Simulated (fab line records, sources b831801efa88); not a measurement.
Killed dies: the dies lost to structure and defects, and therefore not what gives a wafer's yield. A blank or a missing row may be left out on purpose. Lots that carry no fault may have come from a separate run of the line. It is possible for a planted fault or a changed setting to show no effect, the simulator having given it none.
A lot that was struck, set against a sound lot | flow gf180mcu | 14 out of 602 route steps
Sound: the wafers L581.1, L581.4, L581.5. Struck: wafer L575.6 (L575.4, L575.5, from the same lot, were not struck and are left out); the cause is given at the end.
At each step with rows: each side's tool, then ch and its chambers, then its first start. Under that, the readings that differ: sound wafers | struck wafers | difference of the means | sigmas: that difference in standard deviations of wafers without a fault.
alike: same words and numbers on both sides, and readings whose means sit less than 2 such deviations apart. not compared: any withheld reading, any reading some wafer has no value for, any bound like >300 that may hide the same value, and any number with overlapping values for which the record gives no deviation.
The two part at a step that has a row with sigmas, a row that says differs or no value, or rows on one side only. Non-overlapping numbers with no deviation appear without sigmas and do not part them. A reading that every wafer of one side lacks parts them only if that side has two wafers or more.

first, 5 steps without rows for these wafers: GF_V4_COAT_09 (resist thk 1000 nm); GF_V4_SOFTBAKE_10 (time 60 s); GF_V4_EXPOSE_11 (exposes mask Via4, target cd 260 nm); GF_V4_PEB_12 (peb time 90 s); GF_V4_DEVELOP_13 (develop time 60 s).
GF_V4_CD_MEAS_14 targets a cd of 260 nm.
  sound: cd sem-01 at day 29 19:19; struck: cd sem-02 at day 28 00:12
  reading    | sound             | struck | difference | sigmas
  cd nm (nm) | 258.2 258.1 258.9 | 261.0  | +2.6       | +3
GF_V4_OVL_MEAS_15:
  sound: overlay-01 at day 29 19:26; struck: overlay-01 at day 28 00:17
  alike: V4_OVL
GF_V4_ETCH_16: etches BARC in N2/H2.
  sound on rie diel-04 ch 1,2,3, day 29 19:28; struck on rie diel-02 ch 3, day 28 00:17
  alike: drypump motor current A, oes product au, throttle valve pct
GF_V4_ETCH_17: etches SiO2 in C4F8/O2/Ar, stops on TiN, target depth 630 nm.
  sound on rie diel-04 ch 1,2,3; struck on rie diel-02 ch 3
  alike: oes product au
GF_V4_STRIP_18: strips in O2/N2.
  sound on plasma asher-04 ch 0, day 29 19:36; struck on plasma asher-01 ch 1, day 28 00:28
  alike: drypump motor current A, heater power w, o2 flow sccm, oes product au
  not compared: rf hours counter h
then, 2 steps without rows for these wafers: GF_V4_STRIP_19 (strips in post etch residue remover, time 1200 s); GF_V4_CLEAN_20 (cleans in DIW).
GF_V4_SPUTTER_21: material Ti, target thk 15 nm, time 80.02 s.
  sound: pvd sputter-02 at day 29 20:08; struck: pvd sputter-04 at day 28 01:00
  reading                               | sound             | struck | difference | sigmas
  model.Ti_of_V4_SPUTTER_21.thk nm (nm) | 14.99 15.37 15.34 | 12.77  | -2.46      |
  alike: throttle valve pct
GF_V4_SPUTTER_22: material TiN, target thk 10 nm, time 40 s.
  sound: pvd sputter-02 at day 29 20:11; struck: pvd sputter-04 at day 28 01:04
  alike: throttle valve pct

WHERE THEY PART
Only at GF_V4_CD_MEAS_14, as far as this record shows. Later steps at which nothing parts them and some readings are alike: GF_V4_OVL_MEAS_15, GF_V4_ETCH_16, GF_V4_ETCH_17, GF_V4_STRIP_18, GF_V4_SPUTTER_21, GF_V4_SPUTTER_22.

WHY: the cause the simulator had injected
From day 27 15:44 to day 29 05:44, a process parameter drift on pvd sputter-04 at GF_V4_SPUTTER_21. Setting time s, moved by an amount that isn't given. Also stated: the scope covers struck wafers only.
